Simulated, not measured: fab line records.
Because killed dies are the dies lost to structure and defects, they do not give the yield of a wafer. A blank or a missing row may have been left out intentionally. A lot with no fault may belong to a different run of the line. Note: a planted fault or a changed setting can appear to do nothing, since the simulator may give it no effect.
Problem report in the 8D (eight disciplines) form, filled by code ; flow sky130 ; the parts of the form that need people (team, actions taken, sign-off) are left out

== 1. THE ISSUE ==
SD_N_TW at SKY_SD_N_TW_MEAS_12 reads a mean of 30 on 3 wafers of 1 lot; wafers without a fault read 3922 with a standard deviation of 24. That is -99 or more standard deviations from the usual mean.
First observed at day 30 23:50: wafer L161.3, on film metro-04. The record has a number at this step for 39 wafers belonging to 13 lots. By rule, "out" or "out of limits" means more than 4 standard deviations away from the usual mean. The other wafers with a number count as sound.

== 2. WHAT IT IS; WHAT IT IS NOT ==
question;is;is not
which readings at this step;SD_N_TW;-
which lots;L161;L156, L157, L158, L159, L168, L171, L172, L173, L174, L176, L177, L178
which wafers of those lots;all that have a number;-
read on which gauges;film metro-04;film metro-01, film metro-02
when;from day 30 23:50;"up to then (12 sound wafers); but 24 sound wafers of L168, L171, L172, L173, L174, L176, L177, L178 came after"

== 3. SUSPECTS, AND WHAT RULES EACH OUT ==
Counting: a tool at any process step up to the reading remains a suspect when it ran all the lots that are out and ran no sound lot after the first of those.
- the gauge at SKY_SD_N_TW_MEAS_12: ruled out. All the wafers that are out were read on film metro-04, but those of them that SKY_RES_XHIGH_STRIP_08 has rows for are out there too, on other tools.
- plasma asher-02 at SKY_RES_XHIGH_STRIP_08 (strips in O2/N2): ruled out as a lasting fault. After its first lot that is out, L161 (day 29 19:59), sound lots L172, L177, L178 ran on it.
- plasma asher-01 at SKY_SD_N_STRIP_11 (strips in O2/N2): ruled out as a lasting fault. After its first lot that is out, L161 (day 30 23:45), sound lots L173, L177, L178 ran on it.
Left after counting: nothing in the record.

== 4. THE CAUSE (what the simulator had put in) ==
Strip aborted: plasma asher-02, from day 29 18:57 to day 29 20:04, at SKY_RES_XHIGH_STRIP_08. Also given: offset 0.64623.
The count ruled it out by mistake, since the rule takes a fault to strike every lot its tool runs from the start of the fault on, and this one did not do so.

== 5. THE CHAIN OF EFFECTS, in route order ==
Each row: a reading whose mean over the struck wafers that have a number lies more than 3 standard deviations from the usual. Only readings whose record carries a usual standard deviation are examined. hours: median over the lots of the time between each lot's start at the first step of this table that gives one and its start at this step. sigmas: the change, counted in usual standard deviations.
hours;step;reading;usual;on struck wafers;change;sigmas
0;SKY_RES_XHIGH_STRIP_08;oes product au;0.710 a.u.;0.917;+0.207;+47
28;SKY_SD_N_STRIP_11;oes product au;0.527 a.u.;0.574;+0.047;+11
28;SKY_SD_N_STRIP_11;strip time to endpoint s;22.54 s;29.15;+6.61;+99 or more
28;SKY_SD_N_TW_MEAS_12;SD_N_TW;3922;30;-3892;-99 or more
Process steps it contains:
- SKY_RES_XHIGH_STRIP_08: strips in O2/N2.
- SKY_SD_N_STRIP_11: strips in O2/N2.
Readings that are blank on the struck wafers while sound wafers have them: strip time to endpoint s at SKY_RES_XHIGH_STRIP_08.

== 6. WHAT WOULD HAVE CAUGHT IT SOONER ==
29 hours passed between the start of the fault at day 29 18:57 and the first reading out of limits at a measuring or inspecting step in this record, taken at day 30 23:50.
The tool's own readings at SKY_RES_XHIGH_STRIP_08 were out on every struck wafer that the step has a row for (oes product au): an alarm limit on them would have fired on the first of those.
